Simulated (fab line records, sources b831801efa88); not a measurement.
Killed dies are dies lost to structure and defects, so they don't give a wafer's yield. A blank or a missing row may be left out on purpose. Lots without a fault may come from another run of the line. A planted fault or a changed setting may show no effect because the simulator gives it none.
fab line records | flow sky130
record lots=12 wafers=36 last_day=50
route steps=708 shown CONTACT@410 METAL4@629 PASSIVATION@682 PAD_OPEN@702
lots that met no fault: from a run of the same line without faults
start_h: hours from the record's first day to the start of the lot's first wafer shown | wait_h: hours since the lot's step before | " the same as in the row above | L1.1+2: a row that stands for several wafers | - no value, or no start given | * or withheld: withheld | < > ~ a bound
route shown NAME@n: a module of which the file shows steps, and the number in the route of the first | usual: mean/standard deviation of fault-free wafers | same: alike in all rows | chamber/n: place in a boat | sites: the reading at each site | _std_site: their standard deviation | _edge_site: outer sites' mean less inner sites' | radius_mm: how far each site lies from the wafer's centre | mask NAME#n: copy n | behind: the tool/chamber that last shaped the wafer | hold: why the lot was held/for how many hours/how that ended | device: the transistor (n, p or np) that didn't switch | end of line: the same wafers' tests at the end of the route | a step without rows: its recipe alone | killed: dies lost to structure and defects at the first sort, not the wafer's yield | map: a wafer's dies, x killed, . not, _ none there
set.NAME: the setting as run; set.NAME@STEP: as run at that earlier step | model.NAME: the simulator's own value behind a step, which no gauge read
steps of the route over a sample of lots; a table a step, a row a wafer
services: from which hour (start_h, from the record's first day; less than 0 if before it) a tool's chamber was out of use, for how many hours, and why
## steps
# step SKY_CONTACT_CMP_04
# recipe material=SiO2 down_force_psi=4 platen_rpm=60 pad_velocity_m_s=0.94248
# usual motor_current_A=11.7/1.2 retaining_ring_pressure_frac=1.001/0.0044 time_to_endpoint_s=84/4.4
# columns lot.wafer tool chamber start_h wait_h motor_current_A retaining_ring_pressure_frac time_to_endpoint_s
L545.1 cmp-01 2 696.31 0.1 14.2 1.001 85
L545.3 " 3 " " 11.5 1.005 90
L545.5 " 1 " " 12.6 0.993 85
L546.3 cmp-01 0 698.00 0.1 10.7 1.003 82
L546.1 " 2 " " 13.1 1.010 84
L546.5 " 0 " " 10.9 1.002 80
L547.3 cmp-01 3 717.15 0.1 11.7 1.008 90
L547.2 " 0 " " 11.2 1.001 83
L547.4 " 1 " " 13.2 0.989 88
L554.3 cmp-01 1 782.73 0.1 13.2 1.005 85
L554.2 " 2 " " 13.2 0.995 80
L554.5 " 1 " " 13.5 0.999 84
L556.4 cmp-01 2 803.35 0.0 13.4 1.000 85
L556.1 " 0 " " 10.7 1.003 81
L556.6 " 2 " " 13.4 1.001 81
L555.3 cmp-01 2 807.54 0.1 12.7 0.992 84
L555.5 " 1 " " 12.4 1.000 85
L555.6 " 2 " " 13.1 1.007 83
L561.1 cmp-02 0 831.89 0.2 10.9 0.993 81
L561.3 " 2 " " 10.0 1.000 81
L561.5 " 0 " " 10.2 1.000 84
L560.2 cmp-02 0 833.30 0.0 11.4 1.004 79
L560.6 " 0 " " 10.8 1.007 86
L560.5 " 1 " " 11.4 1.004 76
L563.1 cmp-02 2 854.95 0.1 9.5 0.997 79
L563.3 " 0 " " 10.8 0.995 80
L563.4 " 1 " " 11.8 1.000 80
L566.2 cmp-02 1 865.63 0.0 11.4 1.001 75
L566.1 " 2 " " 9.9 1.004 81
L566.4 " 0 " " 10.9 0.992 81
L567.1 cmp-02 2 869.65 2.7 9.8 0.999 81
L567.2 " 3 " " 10.9 0.998 84
L567.3 " 0 " " 10.4 1.001 86
L568.1 cmp-01 2 880.55 0.1 13.1 0.997 83
L568.2 " 1 " " 13.3 1.008 91
L568.5 " 2 " " 12.9 0.997 91
# step SKY_METAL4_CD_MEAS_13
# recipe target_cd_nm=300
# usual cd_nm=299.7/1.6
# columns lot.wafer tool chamber start_h wait_h cd_nm
L545.1 cd_sem-02 - 970.43 - 301.7
L545.3 " - " " 301.2
L545.5 " - " " 301.2
L546.1 cd_sem-01 - 972.37 - 299.9
L546.3 " - " " 299.9
L546.5 " - " " 299.9
L547.2 cd_sem-02 - 989.05 - 297.7
L547.3 " - " " 298.6
L547.4 " - " " 298.0
L554.2 cd_sem-02 - 1044.78 - 301.3
L554.3 " - " " 299.8
L554.5 " - " " 300.8
L556.1 cd_sem-02 - 1061.58 - 299.5
L556.4 " - " " 299.5
L556.6 " - " " 300.2
L555.3 cd_sem-02 - 1064.31 - 297.1
L555.5 " - " " 297.7
L555.6 " - " " 298.7
L561.1 cd_sem-01 - 1082.84 - 297.7
L561.3 " - " " 298.1
L561.5 " - " " 296.9
L560.2 cd_sem-01 - 1085.23 - 300.8
L560.5 " - " " 299.0
L560.6 " - " " 300.4
L563.1 cd_sem-02 - 1099.03 - 301.1
L563.3 " - " " 300.0
L563.4 " - " " 300.7
L566.1 cd_sem-01 - 1109.92 - 297.9
L566.2 " - " " 298.2
L566.4 " - " " 300.5
L567.1 cd_sem-01 - 1112.07 - 299.7
L567.2 " - " " 300.3
L567.3 " - " " 300.7
L568.1 cd_sem-01 - 1117.88 - 301.2
L568.2 " - " " 300.3
L568.5 " - " " 300.7
# step SKY_PASSIVATION_THK_MEAS_01
# recipe reads=SiO2_of_PASSIVATION_CVD_00
# usual PASSIVATION_CVD_00_THK=90.1/1.2
# columns lot.wafer tool chamber start_h wait_h PASSIVATION_CVD_00_THK[nm]
L545.1 film_metro-03 - 1020.94 - 89.3
L545.3 " - " " 88.6
L545.5 " - " " 90.2
L546.1 film_metro-03 - 1022.69 - 89.6
L546.3 " - " " 89.5
L546.5 " - " " 90.7
L547.2 film_metro-03 - 1037.91 - 90.6
L547.3 " - " " 90.0
L547.4 " - " " 92.0
L554.2 film_metro-03 - 1090.95 - 89.1
L554.3 " - " " 88.4
L554.5 " - " " 90.5
L556.1 film_metro-03 - 1107.88 - 88.1
L556.4 " - " " 89.8
L556.6 " - " " 90.1
L555.3 film_metro-03 - 1109.34 - 91.2
L555.5 " - " " 91.6
L555.6 " - " " 92.4
L561.1 film_metro-02 - 1128.79 - 89.0
L561.3 " - " " 87.4
L561.5 " - " " 89.8
L560.2 film_metro-03 - 1130.15 - 89.5
L560.5 " - " " 91.4
L560.6 " - " " 90.5
L563.1 film_metro-01 - 1141.21 - 89.5
L563.3 " - " " 89.9
L563.4 " - " " 92.5
L566.1 film_metro-02 - 1151.83 - 88.5
L566.2 " - " " 88.1
L566.4 " - " " 89.6
L567.1 film_metro-03 - 1154.64 - 90.9
L567.2 " - " " 89.4
L567.3 " - " " 90.2
L568.1 film_metro-03 - 1159.97 - 90.2
L568.2 " - " " 88.3
L568.5 " - " " 91.0
# step SKY_PAD_OPEN_STRIP_08
# recipe chemistry=O2/N2 power_w=1400 pressure_mtorr=1500 platen_temp_c=withheld overash_fraction=0.7 o2_flow_sccm=3000 n2_flow_sccm=300
# usual drypump_motor_current_A=5.98/0.29 oes_product_au=0.663/0.0044 strip_time_to_endpoint_s=37.01/0.093
# columns lot.wafer tool chamber start_h wait_h drypump_motor_current_A oes_product_au rf_hours_counter_h strip_time_to_endpoint_s
L545.1 plasma_asher-02 0 1065.52 0.1 5.93 0.664 64 36.99
L545.3 " 1 " " 5.58 0.669 - 37.14
L545.5 " 1 " " 5.55 0.663 - 37.11
L546.1 plasma_asher-02 0 1066.22 0.1 5.91 0.656 64 36.97
L546.3 " 1 " " 5.54 0.671 - 36.86
L546.5 " 0 " " 5.90 0.664 - 36.99
L547.2 plasma_asher-02 0 1080.08 0.1 5.92 0.669 66 36.96
L547.3 " 1 " " 5.53 0.673 - 36.90
L547.4 " 0 " " 5.92 0.663 - 37.02
L554.2 plasma_asher-04 1 1130.98 0.1 6.27 0.664 35 37.06
L554.3 " 0 " " 6.02 0.667 - 36.99
L554.5 " 1 " " 6.29 0.658 - 37.00
L556.1 plasma_asher-03 1 1141.42 0.1 5.78 0.663 98 36.99
L556.4 " 0 " " 6.49 0.661 - 37.05
L556.6 " 0 " " 6.47 0.667 - 37.03
L555.3 plasma_asher-02 0 1144.51 0.1 5.93 0.666 - 37.17
L555.5 " 0 " " 5.94 0.659 - 37.07
L555.6 " 1 " " 5.61 0.656 - 37.10
L561.1 plasma_asher-04 1 1165.18 0.1 6.30 0.660 38 36.98
L561.3 " 1 " " 6.28 0.666 - 37.08
L561.5 " 1 " " 6.29 0.661 - 37.03
L560.2 plasma_asher-04 1 1167.27 0.1 6.26 0.664 38 37.14
L560.5 " 1 " " 6.29 0.670 - 37.18
L560.6 " 0 " " 6.01 0.664 - 37.07
L563.1 plasma_asher-02 0 1177.33 0.1 5.94 0.660 75 36.96
L563.3 " 0 " " 5.92 0.667 - 36.97
L563.4 " 1 " " 5.58 0.669 - 37.05
L566.1 plasma_asher-02 0 1186.57 0.1 5.93 0.666 76 37.26
L566.2 " 1 " " 5.55 0.665 76 37.21
L566.4 " 1 " " 5.55 0.663 - 37.18
L567.1 plasma_asher-04 0 1188.53 0.1 5.94 0.657 40 37.04
L567.2 " 1 " " 6.30 0.665 40 37.01
L567.3 " 0 " " 5.99 0.659 - 36.98
L568.1 plasma_asher-02 1 1192.83 0.1 5.56 0.664 76 37.02
L568.2 " 0 " " 5.93 0.671 76 37.00
L568.5 " 1 " " 5.59 0.658 - 37.11
# step SKY_PAD_OPEN_PROBE_99
# usual killed_at_M0_to_M3=44/7.3 killed_at_M4_up=3.1/1.9 killed_at_contacts=24/5.3 killed_at_front_end=15/4 killed_at_other=0.4/0.6 killed_dies=86/9.2 killed_on_rim=17/3.5 killed_open=47/6.9 killed_short=39/6.9
# same gross_dies=492 killed_at_back_side=0
# columns lot.wafer tool chamber start_h wait_h killed_at_M0_to_M3 killed_at_M4_up killed_at_contacts killed_at_front_end killed_at_other killed_dies killed_on_rim killed_open killed_short
L546.1 prober-01 - 1068.43 0.1 40 5 21 9 1 76 15 41 35
L546.3 prober-01 - 1068.53 0.2 46 2 19 18 0 85 14 49 36
L546.5 prober-01 - 1068.63 0.2 40 3 21 24 0 88 15 48 40
L554.2 prober-01 - 1133.25 0.1 44 2 145 22 0 213 40 45 43
L554.3 prober-01 - 1133.30 0.2 35 2 167 14 0 218 49 49 27
L554.5 prober-01 - 1133.40 0.2 45 3 168 12 1 229 45 36 50
L556.1 prober-02 - 1143.64 0.1 41 5 165 15 1 227 50 44 37
L556.4 prober-02 - 1143.79 0.2 53 2 164 19 1 239 43 49 41
L556.6 prober-02 - 1143.89 0.2 47 1 157 9 0 214 44 37 32
L555.3 prober-01 - 1146.79 0.2 50 1 169 11 0 231 55 42 40
L555.5 prober-01 - 1146.89 0.2 42 6 163 11 0 222 50 31 49
L555.6 prober-01 - 1146.94 0.2 34 3 171 13 0 221 45 40 28
L566.1 prober-01 - 1188.79 0.1 37 4 24 6 0 71 14 36 34
L566.2 prober-01 - 1188.84 0.1 44 3 29 14 0 90 20 46 41
L566.4 prober-01 - 1188.94 0.2 44 5 26 14 1 90 18 46 43
# killed by level:class
L546.1 CONTACT:geometric_particle:open=10 VIA3:geometric_particle:open=9 VIA1:geometric_particle:open=8 VIA2:geometric_particle:open=7 CONTACT:geometric_particle:short=6 FIELD_ISO:geometric_particle:short=5 METAL2:geometric_particle:short=4 VIA2:geometric_particle:short=4
L546.3 VIA1:geometric_particle:open=13 CONTACT:geometric_particle:open=12 VIA2:geometric_particle:open=8 METAL1:geometric_particle:short=6 METAL2:geometric_particle:short=5 FIELD_ISO:geometric_particle:open=4 POLY_GATE:geometric_particle:short=4 SPACER:geometric_particle:short=4
L546.5 VIA1:geometric_particle:open=13 POLY_GATE:geometric_particle:open=6 CONTACT:geometric_particle:open=6 POLY_GATE:geometric_particle:short=5 SPACER:geometric_particle:open=5 LOCAL_INTERCONNECT:geometric_particle:short=5 METAL2:geometric_particle:short=5 VIA2:geometric_particle:short=5
L554.2 CONTACT:unspecified=125 VIA1:geometric_particle:open=9 VIA2:geometric_particle:open=9 METAL1:geometric_particle:short=8 FIELD_ISO:geometric_particle:short=6 CONTACT:geometric_particle:open=6 LI_CONTACT:geometric_particle:open=5 CONTACT:geometric_particle:short=5
L554.3 CONTACT:unspecified=142 CONTACT:geometric_particle:open=13 VIA1:geometric_particle:open=11 POLY_GATE:geometric_particle:open=6 METAL1:geometric_particle:short=6 VIA2:geometric_particle:open=6 LI_CONTACT:geometric_particle:open=5 VIA3:geometric_particle:open=5
L554.5 CONTACT:unspecified=143 METAL1:geometric_particle:short=11 CONTACT:geometric_particle:open=10 LI_CONTACT:geometric_particle:open=7 VIA1:geometric_particle:open=7 METAL3:geometric_particle:short=5 VIA3:geometric_particle:open=5 FIELD_ISO:geometric_particle:short=4
L556.1 CONTACT:unspecified=146 VIA1:geometric_particle:open=7 VIA3:geometric_particle:open=7 VIA2:geometric_particle:open=7 CONTACT:geometric_particle:open=6 FIELD_ISO:geometric_particle:short=5 METAL1:geometric_particle:short=5 LI_CONTACT:geometric_particle:short=4
L556.4 CONTACT:unspecified=148 VIA1:geometric_particle:open=13 METAL1:geometric_particle:short=9 LI_CONTACT:geometric_particle:open=7 VIA2:geometric_particle:open=7 VIA1:geometric_particle:short=5 VIA3:geometric_particle:open=5 FIELD_ISO:geometric_particle:open=4
L556.6 CONTACT:unspecified=145 VIA1:geometric_particle:open=10 VIA1:geometric_particle:short=8 VIA3:geometric_particle:open=6 METAL1:geometric_particle:short=5 VIA2:geometric_particle:open=5 CONTACT:geometric_particle:open=4 VIA2:geometric_particle:short=4
L555.3 CONTACT:unspecified=149 METAL2:geometric_particle:short=12 VIA1:geometric_particle:open=10 VIA1:geometric_particle:short=7 LI_CONTACT:geometric_particle:open=6 CONTACT:geometric_particle:open=6 FIELD_ISO:geometric_particle:open=5 VIA3:geometric_particle:open=5
L555.5 CONTACT:unspecified=142 METAL1:geometric_particle:short=7 CONTACT:geometric_particle:short=6 CONTACT:geometric_particle:open=6 METAL4:geometric_particle:short=6 LI_CONTACT:geometric_particle:open=5 VIA2:geometric_particle:short=5 VIA1:geometric_particle:short=5
L555.6 CONTACT:unspecified=153 VIA1:geometric_particle:open=8 CONTACT:geometric_particle:open=6 VIA3:geometric_particle:open=6 VIA1:geometric_particle:short=5 METAL2:geometric_particle:short=5 FIELD_ISO:geometric_particle:short=4 POLY_GATE:geometric_particle:open=4
L566.1 VIA1:geometric_particle:open=11 LOCAL_INTERCONNECT:geometric_particle:short=8 VIA1:geometric_particle:short=6 VIA2:geometric_particle:open=6 CONTACT:geometric_particle:short=5 LI_CONTACT:geometric_particle:open=4 CONTACT:geometric_particle:open=4 VIA3:geometric_particle:open=4
L566.2 CONTACT:geometric_particle:open=11 VIA1:geometric_particle:open=10 VIA1:geometric_particle:short=7 LI_CONTACT:geometric_particle:open=6 METAL1:geometric_particle:short=5 VIA3:geometric_particle:open=5 FIELD_ISO:geometric_particle:short=4 FIELD_ISO:geometric_particle:open=4
L566.4 LI_CONTACT:geometric_particle:open=12 VIA3:geometric_particle:open=8 METAL1:geometric_particle:short=6 VIA2:geometric_particle:open=6 METAL2:geometric_particle:short=5 VIA1:geometric_particle:open=5 METAL4:geometric_particle:short=5 POLY_GATE:geometric_particle:open=4
## services
# columns tool chamber start_h hours kind
plasma_asher-02 - 682.81 1.2 repair
cmp-01 - 685.82 1.6 repair
plasma_asher-04 - 733.75 9.0 pm
cmp-02 - 742.80 4.5 pm
cmp-02 - 747.28 4.0 pm
cmp-02 - 749.93 1.6 repair
cmp-02 - 785.98 45.4 repair
plasma_asher-04 - 788.76 44.5 pm
cmp-02 - 798.75 1.2 repair
cmp-01 - 863.55 12.2 pm
cmp-01 - 901.02 4.5 pm
cmp-01 - 916.20 4.0 pm
cmp-01 - 1018.51 1.3 repair
plasma_asher-02 - 1081.92 1.0 repair
cmp-02 - 1083.38 6.2 pm
cmp-02 - 1089.57 4.0 pm
cmp-02 - 1093.22 0.5 repair
cmp-02 - 1112.08 6.4 pm
cmp-02 - 1118.96 1.6 repair
plasma_asher-02 - 1129.80 4.1 repair
cmp-02 - 1142.18 4.0 repair
cmp-01 - 1171.21 1.2 repair
cmp-01 - 1173.29 4.0 pm
cmp-01 - 1178.10 0.8 repair
## key
first_sign step=SKY_PAD_OPEN_PROBE_99 reading=killed_at_contacts direction=up sigmas=27 usual=24 struck=163
effect step=SKY_PAD_OPEN_PROBE_99 reading=killed_dies direction=up sigmas=15 usual=86 struck=224
met_at SKY_CONTACT_CMP_04
struck_lots L554,L555,L556
tester_left_out L554,L555,L556
not_acting_at SKY_METAL4_CD_MEAS_13,SKY_PASSIVATION_THK_MEAS_01,SKY_PAD_OPEN_STRIP_08
onset_between 717.15 782.73
fault kind=chamber_particle_source tool=cmp-01 chamber=- onset_h=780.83 steps=SKY_CONTACT_CMP_04 rate_per_visit_cm2=0.73538 end_h=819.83
# tester_left_out: of these lots the tester's yield and bins aren't shown, on N5 and GAA mostly nor the transistor test; their killed dies are dies lost to structure and defects alone, not to doping, threshold or leakage, so they don't give the yield
